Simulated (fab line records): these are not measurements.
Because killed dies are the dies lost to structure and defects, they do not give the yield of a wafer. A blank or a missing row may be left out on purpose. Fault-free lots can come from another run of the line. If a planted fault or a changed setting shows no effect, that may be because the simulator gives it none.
A lot that was struck, set against a sound lot    flow gf180mcu    18 steps out of a route of 602
Sound: these wafers, L176.1, L176.3, L176.6. Struck: wafer L187.1. (L187.2, L187.5 of the same lot were not struck and are left out.) The cause comes at the end.
Order at every step that has rows: each side's tool, ch and its chambers, its first start. Under that, the readings that differ: sound wafers    struck wafers    difference of the means    sigmas: that difference in standard deviations of wafers without a fault.
alike: readings whose means differ by less than 2 such deviations, and words and numbers that are the same on both sides. not compared: withheld readings, readings that some wafer has no value for, bounds like >300 that may hide the same value, and numbers for which the record gives no deviation and whose values overlap.
The two part at a step that has a row with sigmas, a row that says differs or no value, or rows on one side only. Numbers that don't overlap but have no deviation are shown without sigmas and don't part them. A reading that every wafer of one side lacks parts them only if that side has two wafers or more.

first, 3 steps without rows for these wafers: GF_V2_EXPOSE_11 (exposes mask Via2, target cd 260 nm); GF_V2_PEB_12 (peb time 90 s); GF_V2_DEVELOP_13 (develop time 60 s).
GF_V2_CD_MEAS_14: target cd 260 nm.
  struck on cd sem-01, day 27 19:14; sound on cd sem-02, day 25 08:37
  alike: cd nm
GF_V2_OVL_MEAS_15:
  struck on overlay-01, day 27 19:21; sound on overlay-02, day 25 08:44
  alike: V2_OVL
GF_V2_ETCH_16: etches BARC in N2/H2.
  sound on rie diel-02 ch 2,3, day 25 08:46; struck on rie diel-02 ch 3, day 27 19:23
  alike: drypump motor current A, n2 flow sccm, oes product au, throttle valve pct
GF_V2_ETCH_17: etches SiO2 in C4F8/O2/Ar, stops on TiN, target depth 630 nm.
  sound: rie diel-02 ch 2,3; struck: rie diel-02 ch 3
  alike: oes product au
GF_V2_STRIP_18: strips in O2/N2.
  sound on plasma asher-03 ch 0,1, day 25 08:54; struck on plasma asher-04 ch 1, day 27 19:31
  alike: drypump motor current A, heater power w, n2 flow sccm, oes product au, platen temp c
  not compared: rf hours counter h
then, 2 steps without rows for these wafers: GF_V2_STRIP_19 (strips in post etch residue remover, time 1200 s); GF_V2_CLEAN_20 (cleans in DIW).
GF_V2_SPUTTER_21: material Ti, target thk 15 nm, time 80.02 s.
  struck on pvd sputter-03, day 27 20:05; sound on pvd sputter-03, day 25 09:28
reading               sound                 struck  difference  sigmas
substrate temp c (C)  200.11 199.94 200.33  199.79  -0.34       -2
  alike: throttle valve pct
GF_V2_SPUTTER_22: material TiN, target thk 10 nm, time 40 s.
  struck on pvd sputter-03, day 27 20:09; sound on pvd sputter-03, day 25 09:32
  alike: throttle valve pct
GF_V2_CVD_23: deposits W, target thk 350 nm, time 104.94 s.
  sound on cvd w-01 ch 0, day 25 09:34; struck on cvd w-02 ch 0, day 27 20:11
reading                           sound            struck  difference  sigmas
heater power outer w (W)          514 523 516      558     +40         +2
model.W_of_V2_CVD_23.thk nm (nm)  342 339.2 343.9  306.7   -35.0       
  alike: heater power w
GF_V2_RS_MEAS_24: measurement is done with a four-point probe.
  struck on film metro-04, day 27 20:18; sound on film metro-01, day 25 09:41
reading           sound              struck  difference  sigmas
V2_W_RS (ohm/sq)  0.335 0.337 0.333  0.375   +0.040      +9
GF_V2_THK_MEAS_25: measures by xrf.
  struck on film metro-04, day 27 20:25; sound on film metro-01, day 25 09:48
reading        sound        struck  difference  sigmas
V2_W_THK (nm)  348 347 352  310     -39         -7
GF_V2_CMP_26: polishes, stops on SiO2, t overpolish 15 s, target thk 0 nm.
  sound on cmp-01 ch 0,1, day 25 09:52; struck on cmp-01 ch 3, day 27 20:35
reading                 sound           struck  difference  sigmas
motor current A (A)     12.2 12.7 11.3  9.0     -3.1        -2
time to endpoint s (s)  80 89 83        72      -12         -3
then, 1 step without rows for these wafers: GF_M3_SPUTTER_00 (material Ti, target thk 37.5 nm, time 150 s).
GF_PASSIVATION_PROBE_99:
  rows exist in the record for the sound wafers here (prober-02, day 32 23:48), none for the struck ones

## WHERE THEY PART
First at GF_V2_SPUTTER_21; last, within this record, at GF_PASSIVATION_PROBE_99.

WHY: what the simulator had put in
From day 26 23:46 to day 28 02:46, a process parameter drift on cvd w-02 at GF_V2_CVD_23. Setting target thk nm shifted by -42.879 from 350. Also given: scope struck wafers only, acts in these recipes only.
